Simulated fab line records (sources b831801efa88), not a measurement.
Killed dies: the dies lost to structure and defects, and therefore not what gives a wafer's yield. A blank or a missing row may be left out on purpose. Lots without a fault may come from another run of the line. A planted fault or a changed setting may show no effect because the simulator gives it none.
One fault seen from 2 desks + flow sky130 + what lay behind the numbers comes last; until then each desk has only its own

## FROM THE METROLOGY DESK
Means of the sampled wafers that have a number, per lot and without regard to the tool the lot ran on: this is what the gauges read. A lot is out of limits, marked OUT, if its mean lies more than 4 standard deviations from the usual mean; the brackets give that distance.
Columns: A = VIA1_W_RS at SKY_VIA1_RS_MEAS_22, usual 0.429 ohm/sq; B = VIA1_W_THK at SKY_VIA1_THK_MEAS_23, usual 269 nm
| lot  | first seen here | A     | B   |
|------|-----------------|-------|-----|
| L109 | day 35 08:02    | 0.426 | 268 |
| L111 | day 36 23:49    | 0.435 | 266 |
| L122 | day 39 08:10    | 0.432 | 268 |
| L123 | day 39 11:22    | 0.425 | 270 |
| L126 | day 40 10:29    | 0.420 | 273 |
| L128 | day 41 06:29    | 0.427 | 268 |
Result from this desk: across the 6 lots, nothing is out of limits.

## AT THE TOOL OWNER'S DESK: pvd-sputter-01
The tool's own readings at SKY_METAL2_SPUTTER_03 (material Ti, target thk 5 nm, time 3.3 s): means of the sampled wafers that have a number, for each lot that ran on this tool. A lot is out of limits, marked OUT, if its mean lies more than 4 standard deviations from the usual mean; the brackets give that distance.
Columns: A = throttle-valve-pct at SKY_METAL2_SPUTTER_03, usual 29.5 %
| lot  | first seen here | A    |
|------|-----------------|------|
| L109 | day 35 08:35    | 29.5 |
| L122 | day 39 08:43    | 29.7 |
| L123 | day 39 12:05    | 30.0 |
Result from this desk: across the 3 lots, nothing is out of limits.

## ALL TOGETHER
Metrology desk: nothing out of limits seen.
The desk of the tool owner found nothing out of limits.

## WHAT WAS PUT IN BY THE SIMULATOR
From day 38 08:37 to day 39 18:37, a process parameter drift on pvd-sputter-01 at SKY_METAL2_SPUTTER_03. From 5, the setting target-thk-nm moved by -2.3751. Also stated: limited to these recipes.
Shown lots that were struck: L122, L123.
